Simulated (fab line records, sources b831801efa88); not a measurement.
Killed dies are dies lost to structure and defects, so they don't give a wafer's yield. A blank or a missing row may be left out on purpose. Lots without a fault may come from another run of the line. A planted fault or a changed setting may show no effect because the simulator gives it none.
Which tool did it? | flow sky130 | 24 lots, 72 wafers sampled, at 5 steps of a route of 708

WHAT THE GAUGES READ, wafer by wafer
SKY_POLY_CUT_OVL_MEAS_09.
lot  | measured     | on         | POLY_CUT_OVL (nm)
L074 | day 24 08:00 | overlay-02 | -9 1 -2
L075 | day 24 13:15 | overlay-01 | 3 1 -7
L076 | day 24 19:31 | overlay-02 | 0 -2 3
L077 | day 25 15:08 | overlay-01 | 7 12 13
L079 | day 25 17:04 | overlay-01 | 9 -6 0
L078 | day 25 23:29 | overlay-01 | 1 2 2
L080 | day 26 12:30 | overlay-02 | -5 -11 -3
L081 | day 26 21:32 | overlay-01 | -1 6 -2
L082 | day 28 01:45 | overlay-02 | 2 -4 -1
L083 | day 28 03:50 | overlay-01 | 6 4 -3
L085 | day 28 04:11 | overlay-01 | 12 3 3
L084 | day 28 09:01 | overlay-01 | -2 1 3
L086 | day 28 20:49 | overlay-02 | -1 -8 0
L087 | day 29 02:08 | overlay-02 | -7 -11 -12
L088 | day 30 09:52 | overlay-01 | 4 -5 9
L090 | day 30 10:22 | overlay-01 | 5 7 -2
L089 | day 30 10:35 | overlay-02 | -8 4 9
L091 | day 30 11:28 | overlay-02 | 5 -3 2
L092 | day 30 12:56 | overlay-01 | -5 -1 1
L093 | day 31 11:16 | overlay-01 | 1 -10 -8
L094 | day 31 16:15 | overlay-01 | -5 -3 -4
L095 | day 31 16:22 | overlay-02 | 2 8 5
L096 | day 31 20:40 | overlay-01 | -18 -10 -11
L097 | day 31 21:14 | overlay-01 | -1 -11 -5

SKY_VIA2_BOW_MEAS_03.
lot  | measured     | on            | VIA2_BOW (um)
L074 | day 35 07:58 | film_metro-02 | 84 87 79
L075 | day 35 09:13 | film_metro-01 | 73 74 93
L076 | day 36 03:38 | film_metro-02 | 79 77 96
L077 | day 36 06:39 | film_metro-04 | 85 94 95
L079 | day 36 07:39 | film_metro-04 | 86 85 86
L078 | day 36 12:07 | film_metro-04 | 91 87 76
L080 | day 37 12:14 | film_metro-04 | 89 88 94
L081 | day 37 17:28 | film_metro-02 | 83 84 96
L082 | day 37 23:47 | film_metro-02 | 88 84 91
L083 | day 37 23:58 | film_metro-04 | 82 80 82
L085 | day 38 01:01 | film_metro-04 | 83 77 73
L084 | day 38 11:41 | film_metro-02 | 90 93 94
L086 | day 39 02:54 | film_metro-01 | 89 91 81
L087 | day 39 11:26 | film_metro-04 | 70 76 84
L088 | day 40 00:58 | film_metro-04 | 88 85 93
L090 | day 40 04:33 | film_metro-01 | 74 84 74
L089 | day 40 06:50 | film_metro-04 | 87 92 84
L091 | day 40 10:27 | film_metro-01 | 101 89 90
L092 | day 40 12:37 | film_metro-01 | 67 78 70
L093 | day 41 13:41 | film_metro-01 | 80 85 74
L094 | day 41 17:11 | film_metro-02 | 69 86 81
L095 | day 41 16:59 | film_metro-04 | 81 83 94
L096 | day 41 21:58 | film_metro-02 | 86 92 93
L097 | day 42 00:10 | film_metro-02 | 73 83 78

SKY_VIA2_CD_MEAS_12: target cd 200 nm.
lot  | measured     | on        | cd_nm (nm)
L074 | day 36 10:19 | cd_sem-02 | 199.5 200.6 199.7
L075 | day 36 11:52 | cd_sem-02 | 199.2 198.1 198.4
L076 | day 37 05:44 | cd_sem-01 | 201.0 199.5 200.3
L077 | day 37 08:28 | cd_sem-01 | 200.9 201.8 201.9
L079 | day 37 09:23 | cd_sem-02 | 200.3 200.2 199.2
L078 | day 37 14:35 | cd_sem-02 | 197.0 197.6 198.0
L080 | day 38 12:37 | cd_sem-02 | 199.5 199.8 199.2
L081 | day 38 18:55 | cd_sem-02 | 201.0 202.1 201.8
L082 | day 38 22:34 | cd_sem-01 | 201.5 201.8 201.6
L083 | day 38 23:01 | cd_sem-02 | 201.3 201.9 202.1
L085 | day 38 23:22 | cd_sem-01 | 199.9 201.6 200.4
L084 | day 39 12:50 | cd_sem-01 | 198.9 200.7 199.0
L086 | day 40 03:35 | cd_sem-02 | 199.5 199.5 200.0
L087 | day 40 11:46 | cd_sem-02 | 200.8 200.0 201.0
L088 | day 41 01:17 | cd_sem-01 | 199.4 200.6 201.0
L090 | day 41 05:13 | cd_sem-01 | 201.2 201.3 201.4
L089 | day 41 07:10 | cd_sem-02 | 200.7 200.1 201.0
L091 | day 41 11:08 | cd_sem-01 | 200.1 199.2 198.8
L092 | day 41 12:08 | cd_sem-02 | 199.6 196.6 198.2
L093 | day 42 13:28 | cd_sem-01 | 205.0 202.9 203.8
L094 | day 42 16:52 | cd_sem-01 | 203.0 203.0 203.1
L095 | day 42 16:13 | cd_sem-02 | 199.8 198.9 201.6
L096 | day 42 21:50 | cd_sem-02 | 198.7 199.0 197.7
L097 | day 42 23:23 | cd_sem-02 | 202.2 200.1 202.3

SKY_CAPM_OVL_MEAS_12.
lot  | measured     | on         | CAPM_OVL (nm)
L074 | day 37 14:52 | overlay-01 | 0.6 0.5 0.3
L075 | day 37 15:47 | overlay-01 | 2.9 -0.5 0.1
L076 | day 38 13:51 | overlay-02 | -0.3 0.0 -1.6
L077 | day 38 14:37 | overlay-01 | 1.0 -0.6 2.7
L079 | day 38 15:32 | overlay-02 | 0.6 0.5 0.7
L078 | day 38 17:35 | overlay-02 | 2.6 2.6 1.5
L080 | day 39 14:34 | overlay-02 | 3.9 -0.5 0.3
L081 | day 39 22:07 | overlay-01 | 3.7 1.8 0.3
L082 | day 40 01:34 | overlay-01 | 1.3 4.0 1.3
L083 | day 40 01:50 | overlay-02 | 2.0 0.9 3.3
L085 | day 40 02:08 | overlay-01 | 0.3 2.3 1.4
L084 | day 40 15:14 | overlay-01 | -0.8 -0.2 -0.2
L086 | day 41 06:06 | overlay-02 | -0.1 0.9 1.1
L087 | day 41 13:34 | overlay-02 | 2.9 -0.5 2.7
L088 | day 42 02:29 | overlay-01 | 0.5 -1.2 -0.2
L090 | day 42 06:49 | overlay-02 | -0.6 1.7 -0.4
L089 | day 42 08:05 | overlay-01 | 0.8 1.9 -0.5
L091 | day 42 12:32 | overlay-02 | 3.2 2.3 3.4
L092 | day 42 14:44 | overlay-01 | 1.7 -1.8 0.4
L093 | day 43 14:22 | overlay-02 | 2.7 1.5 2.1
L094 | day 43 18:20 | overlay-01 | 1.9 1.2 1.1
L095 | day 43 16:19 | overlay-02 | -0.5 1.6 0.2
L096 | day 43 23:02 | overlay-01 | 1.5 1.2 0.8
L097 | day 44 00:17 | overlay-02 | 3.7 3.7 2.7

SKY_CAP2M_OVL_MEAS_12.
lot  | measured     | on         | CAP2M_OVL (nm)
L074 | day 40 22:34 | overlay-01 | 0.3 0.6 1.2
L075 | day 40 22:53 | overlay-01 | 0.0 -2.3 -1.2
L076 | day 41 17:44 | overlay-01 | 0.7 1.6 2.0
L077 | day 41 20:31 | overlay-01 | 1.8 0.4 -0.4
L079 | day 41 20:59 | overlay-01 | 0.5 0.6 1.6
L078 | day 41 22:41 | overlay-01 | 0.0 -1.8 -1.7
L080 | day 42 17:46 | overlay-01 | 0.7 -1.3 -0.4
L081 | day 43 01:40 | overlay-02 | 1.2 -0.5 -0.5
L082 | day 43 05:10 | overlay-02 | 1.7 -0.4 0.1
L083 | day 43 04:04 | overlay-01 | 0.1 -0.9 1.2
L085 | day 43 04:16 | overlay-02 | 0.7 -1.3 -0.2
L084 | day 43 17:26 | overlay-01 | 0.5 0.1 -0.1
L086 | day 44 08:20 | overlay-02 | 1.0 0.4 0.7
L087 | day 44 15:49 | overlay-01 | 0.4 0.2 1.0
L088 | day 45 02:05 | overlay-02 | -0.9 2.2 -0.6
L090 | day 45 05:37 | overlay-02 | 0.1 1.5 1.0
L089 | day 45 06:53 | overlay-01 | -0.1 1.8 0.6
L091 | day 45 12:29 | overlay-01 | -2.9 -0.4 -1.2
L092 | day 45 14:20 | overlay-01 | 2.3 1.0 1.5
L093 | day 46 11:13 | overlay-02 | -0.2 0.8 -1.1
L094 | day 46 16:04 | overlay-02 | -1.0 -1.0 1.2
L095 | day 46 13:04 | overlay-01 | 1.1 2.1 1.8
L096 | day 46 19:41 | overlay-02 | -0.3 -0.4 -1.0
L097 | day 46 21:44 | overlay-01 | -2.0 -0.1 -2.6

WHICH TOOL RAN EACH LOT (tool, then ch and the chambers of the sampled wafers, then the start)
The record holds no process step before these readings.

WHAT THE TOOLS THEMSELVES READ (means of the sampled wafers that have a number; where no wafer has one, the mark that the record gives instead)
The record holds no such reading with a usual standard deviation.

THE ANSWER, worked out from the rows above alone
Rule: what is usual is taken from the lots themselves. Put in order of their means at a reading, lots are off if they are a third of the lots or fewer, leave a main group of 4 or more, and stand apart from it by a gap of 3 or more times the standard deviation of the main group's means; of several such gaps the widest counts. A main group whose means are all the same, to the digits that the tables above print for the reading, isn't used. A lot without any number at a reading at which 4 lots or more have one is off too. The other lots that the step has rows for count as sound. The gauges are gone through in route order, then the tools' own readings, and for those a lot's mean is taken as printed above. The first step at which some lot is off is used, and at that step the reading that is off furthest; a lot without a number counts as furthest.
No lot is off at any reading shown: from this, nothing can be told.

WHAT THE SIMULATOR HAD PUT IN
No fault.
